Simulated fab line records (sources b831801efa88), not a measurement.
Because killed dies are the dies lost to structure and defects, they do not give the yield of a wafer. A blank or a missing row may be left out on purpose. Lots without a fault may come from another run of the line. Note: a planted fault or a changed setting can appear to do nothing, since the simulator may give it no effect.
fab line records	flow gf180mcu
record lots=6	wafers=18	last-day=34
route steps=602 shown STI@10
lots that met no fault: taken from a fault-free run of the same line
start-h: the number of hours between the record's first day and the start of the first shown wafer of the lot	wait-h: hours elapsed since this lot's preceding step	" unchanged from the row above	L1.1+2: a single row standing in for several wafers	- no value present, or no start provided	* or withheld: withheld	< > ~ a bound
route shown NAME@n: names a module that has steps shown in the file, with the first one's number in the route	usual: mean/standard deviation of fault-free wafers	same: alike in all rows	chamber/n: place in a boat	sites: per-site readings	_std_site: their standard deviation	_edge_site: outer sites' mean less inner sites'	radius-mm: for every site, how far away it sits from the centre of the wafer	mask NAME#n: copy n	behind: the tool/chamber that last shaped the wafer	hold: why the lot was held/for how many hours/how that ended	device: which transistor (n, p or np) failed to switch	end of line: the tests these same wafers got at the end of their route	for a step that has no rows: nothing shown but its recipe	killed: count of dies lost to structure and defects at first sort (not the wafer's yield)	map: the dies of a wafer, with x for killed, . for not killed, _ for no die there
set.NAME: setting as actually run; set.NAME@STEP: the setting as run at that earlier step	model.NAME: the simulator's own value behind a step, which no gauge read
lots at some steps of the route; a table a step, a row a wafer
services: when a tool's chamber went out of use (start-h, in hours from the record's first day, below 0 if earlier), for how many hours, and the reason
## steps
# step GF_STI_EXPOSE_09
# recipe mask-id=COMP	target-cd-nm=220	na=0.68	source-shape=conventional	sigma-outer=0.6	dose-mj=28
# step GF_STI_PEB_10
# recipe peb-temp-c=135	peb-time-s=90	resist=KrF
# step GF_STI_DEVELOP_11
# recipe develop-time-s=60	dev-temp-c=21
# step GF_STI_CD_MEAS_12
# recipe target-cd-nm=220
# usual cd-nm=220.0/1.3
lot.wafer	tool	chamber	start-h	wait-h	cd-nm
L708.2	cd-sem-01	-	45.70	0.1	220.4
L708.4	"	-	"	"	220.8
L708.5	"	-	"	"	219.5
L710.2	cd-sem-02	-	59.77	0.1	218.2
L710.4	"	-	"	"	217.6
L710.5	"	-	"	"	217.1
L714.1	cd-sem-01	-	76.22	0.1	219.7
L714.2	"	-	"	"	218.9
L714.3	"	-	"	"	218.6
L715.2	cd-sem-02	-	82.39	0.1	219.0
L715.4	"	-	"	"	222.0
L715.5	"	-	"	"	221.1
L723.1	cd-sem-01	-	126.77	0.1	220.4
L723.2	"	-	"	"	221.7
L723.4	"	-	"	"	221.4
L724.1	cd-sem-02	-	131.98	0.1	220.0
L724.2	"	-	"	"	219.4
L724.4	"	-	"	"	219.4
# step GF_STI_ETCH_13
# recipe chemistry=CHF3/O2	stop-on=Si	over-etch-frac=0.3	target-depth-a=2823.1	source-w=600	bias-w=200	pressure-mtorr=40	chf3-flow-sccm=50	O2_flow_sccm=5	time-s=112.9
# usual drypump-motor-current-A=5.6/0.54	oes-product-au=0.831/0.006	throttle-valve-pct=8.810/0.0084
# same over-etch-frac=0.3
lot.wafer	tool	chamber	start-h	wait-h	drypump-motor-current-A	oes-product-au	rf-hours-counter-h	throttle-valve-pct
L708.2	rie-diel-01	2	45.80	0.1	6.0	0.836	4	8.821
L708.4	"	3	"	"	5.3	0.837	77	8.806
L708.5	"	0	"	"	5.1	0.847	-	8.811
L710.2	rie-diel-01	0	59.87	0.1	5.1	0.834	7	8.824
L710.4	"	1	"	"	4.8	0.835	82	8.819
L710.5	"	2	"	"	6.0	0.842	-	8.824
L714.1	rie-diel-01	3	76.34	0.1	5.3	0.824	78	8.807
L714.2	"	0	"	"	5.1	0.828	7	8.820
L714.3	"	1	"	"	4.8	0.828	82	8.812
L715.2	rie-diel-01	1	82.49	0.1	4.8	0.830	82	8.825
L715.4	"	2	"	"	6.0	0.833	-	8.818
L715.5	"	1	"	"	4.8	0.834	-	8.794
L723.1	rie-diel-01	1	126.89	0.1	4.8	0.821	84	8.801
L723.2	"	0	"	"	5.1	0.825	8	8.809
L723.4	"	3	"	"	5.2	0.824	-	8.802
L724.1	rie-diel-04	0	132.10	0.1	5.6	0.837	69	8.822
L724.2	"	3	"	"	5.4	0.846	33	8.813
L724.4	"	1	"	"	6.2	0.840	34	8.807
# step GF_STI_ETCH_14
# recipe target=Si	chemistry=HBr/Cl2/O2	target-depth-nm=360	icp-w=600	bias-w=150	pressure-mtorr=15	HBr_flow_sccm=150	Cl2_flow_sccm=40	O2_flow_sccm=6	time-s=102.9
# usual drypump-motor-current-A=6.0/0.51	he-backside-leak-sccm=2.83/0.27	oes-product-au=1.008/0.011	throttle-valve-pct=25.651/0.011
lot.wafer	tool	chamber	start-h	wait-h	drypump-motor-current-A	he-backside-leak-sccm	oes-product-au	rf-hours-counter-h	throttle-valve-pct
L708.2	rie-si-01	0	45.88	0.0	6.6	2.51	1.013	83	25.657
L708.4	"	1	"	"	6.2	2.45	0.999	2	25.662
L708.5	"	0	"	"	6.6	2.52	1.024	-	25.639
L710.2	rie-si-01	0	59.95	0.0	6.7	2.69	1.005	83	25.655
L710.4	"	1	"	"	6.2	2.66	0.997	2	25.655
L710.5	"	1	"	"	6.2	2.67	0.994	-	25.674
L714.1	rie-si-02	2	76.42	0.0	6.4	2.58	1.007	23	25.652
L714.2	"	0	"	"	5.3	3.00	1.015	103	25.649
L714.3	"	3	"	"	6.4	2.75	1.014	106	25.662
L715.2	rie-si-01	2	82.57	0.0	5.3	2.88	1.016	49	25.638
L715.4	"	1	"	"	6.2	2.59	0.982	2	25.654
L715.5	"	2	"	"	5.3	3.07	1.006	-	25.656
L723.1	rie-si-01	0	126.97	0.0	6.6	2.60	1.012	84	25.658
L723.2	"	3	"	"	5.4	2.68	0.996	68	25.660
L723.4	"	1	"	"	6.2	2.61	0.994	3	25.662
L724.1	rie-si-01	0	132.18	0.0	6.7	2.49	1.015	84	25.634
L724.2	"	3	"	"	5.4	2.68	0.995	68	25.660
L724.4	"	2	"	"	5.3	3.00	1.014	50	25.646
# step GF_STI_STRIP_15
# recipe chemistry=O2/N2	power-w=1400	pressure-mtorr=1500	platen-temp-c=250	o2-flow-sccm=3000	n2-flow-sccm=300	overash-fraction=0.5
# usual drypump-motor-current-A=5.7/0.46	heater-power-w=323/32	n2-flow-sccm=299.9/0.84	oes-product-au=0.382/0.005	strip-time-to-endpoint-s=3.70/0.063
lot.wafer	tool	chamber	start-h	wait-h	drypump-motor-current-A	heater-power-w	n2-flow-sccm	oes-product-au	rf-hours-counter-h	strip-time-to-endpoint-s
L708.2	plasma-asher-04	1	45.95	0.0	5.5	304	299.8	0.378	38	3.63
L708.4	"	1	"	"	5.5	307	301.0	0.381	-	3.63
L708.5	"	1	"	"	5.5	305	301.5	0.381	-	3.60
L710.2	plasma-asher-02	0	60.02	0.0	5.3	330	299.2	0.387	38	3.70
L710.4	"	0	"	"	5.3	342	301.3	0.388	-	3.79
L710.5	"	1	"	"	6.6	304	299.9	0.394	-	3.74
L714.1	plasma-asher-04	1	76.49	0.0	5.6	300	300.0	0.380	40	3.64
L714.2	"	0	"	"	5.2	326	298.7	0.385	40	3.67
L714.3	"	0	"	"	5.2	326	299.2	0.385	-	3.75
L715.2	plasma-asher-04	1	82.64	0.0	5.5	300	298.7	0.378	41	3.72
L715.4	"	1	"	"	5.5	295	298.3	0.382	-	3.72
L715.5	"	0	"	"	5.2	334	301.5	0.386	-	3.71
L723.1	plasma-asher-04	0	127.04	0.0	5.2	332	300.4	0.390	1	3.73
L723.2	"	1	"	"	5.6	299	299.5	0.380	1	3.73
L723.4	"	1	"	"	5.6	297	300.7	0.381	-	3.66
L724.1	plasma-asher-01	0	132.25	0.0	6.0	285	299.6	0.384	51	3.68
L724.2	"	1	"	"	5.6	373	299.1	0.384	51	3.79
L724.4	"	0	"	"	6.0	287	298.5	0.377	-	3.66
# step GF_STI_CLEAN_16
# recipe chemistry=dHF	time-s=25	dilution=100:1
# step GF_STI_WET_ETCH_17
# recipe chemistry=H3PO4	target-depth-nm=45	temp-c=160	target=Si3N4	time-s=514
# step GF_STI_CLEAN_18
# recipe chemistry=SC1/SC2	mix=1:4:20	temp-c=70	time-s=150
# step GF_STI_CLEAN_19
# recipe chemistry=dHF	time-s=20	dilution=100:1
# step GF_STI_WET_ETCH_20
# recipe chemistry=dHF	dilution=100:1	target-depth-nm=20	temp-c=25	dry=ipa-marangoni	target=SiO2	time-s=400
# step GF_STI_OXIDATION_21
# recipe temp-c=1000	ambient=O2	stabilise-s=600	purge-s=300	target-thk-a=150	ox-time-s=458
# usual ox-temp-c=1000.1/0.41	ox-temp-c-max=1004.0/0.79	spike-tc-centre-C=1000.1/1.2
lot.wafer	tool	chamber	start-h	wait-h	ox-temp-c	ox-temp-c-max	spike-tc-centre-C
L708.2	furnace-01	0	49.46	3.1	999.3	1002.7	1000.3
L708.4	"	0	"	"	999.3	1003.4	1000.1
L708.5	"	0	"	"	999.8	1003.8	1001.2
L710.2	furnace-02	0	61.29	0.8	1000.1	1003.6	998.5
L710.4	"	0	"	"	1000.2	1003.0	999.7
L710.5	"	0	"	"	999.8	1002.8	999.5
L714.1	furnace-02	-	78.25	1.3	-	-	-
L714.2	"	-	"	"	-	-	-
L714.3	"	-	"	"	-	-	-
L715.2	furnace-01	-	83.11	0.0	-	-	-
L715.4	"	-	"	"	-	-	-
L715.5	"	-	"	"	-	-	-
L723.1	furnace-02	0	128.40	0.9	999.7	1002.7	999.3
L723.2	"	0	"	"	1000.4	1003.2	999.1
L723.4	"	0	"	"	999.8	1002.4	999.0
L724.1	furnace-01	0	132.88	0.0	999.9	1005.3	1000.1
L724.2	"	0	"	"	999.8	1004.1	1001.5
L724.4	"	0	"	"	999.8	1003.0	1002.6
## services
tool	chamber	start-h	hours	kind
furnace-02	-	29.13	16.2	repair
plasma-asher-04	-	47.75	13.1	repair
plasma-asher-04	-	69.19	1.9	repair
rie-diel-04	-	70.66	0.7	repair
rie-diel-04	-	71.43	2.8	pm
rie-diel-01	-	73.44	0.8	repair
plasma-asher-01	-	75.73	10.5	pm
rie-diel-01	0	79.71	5.3	repair
rie-si-01	-	82.97	0.1	repair
furnace-02	-	93.15	5.5	pm
rie-diel-01	3	97.30	12.7	repair
plasma-asher-04	-	108.75	9.0	pm
plasma-asher-04	0	108.75	9.0	vent-cycle
plasma-asher-04	1	108.75	9.0	vent-cycle
plasma-asher-04	0	117.75	-	clean
plasma-asher-04	1	117.75	-	clean
rie-diel-01	2	118.78	35.6	repair
plasma-asher-04	-	131.59	2.0	repair
## key
first-sign step=GF_STI_OXIDATION_21	reading=tool-record	direction=missing
effect none on later readings
met-at GF_STI_OXIDATION_21
struck-wafers L714.1,L714.2,L714.3,L715.2,L715.4,L715.5
later-rows-left-out L714.1,L714.2,L714.3,L715.2,L715.4,L715.5
sort-left-out L714.1,L714.2,L714.3,L715.2,L715.4,L715.5
tester-left-out L714,L715
onset-between 61.29 78.25
fault kind=skipped-step-whole	tool=furnace-01,furnace-02	chamber=-	onset-h=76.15	steps=GF_STI_OXIDATION_21	scope=struck-lots-only
# tester-left-out: of these lots the tester's yield and bins aren't shown, on N5 and GAA mostly nor the transistor test; their killed dies are dies lost to structure and defects alone, not to doping, threshold or leakage, so they don't give the yield
# sort-left-out: the simulated sort isn't trusted on such a fault, so these wafers' sort isn't shown, and their yield isn't known
# later-rows-left-out: the simulator's readings of these wafers behind a module that went badly wrong aren't trusted and aren't shown, but for the sort
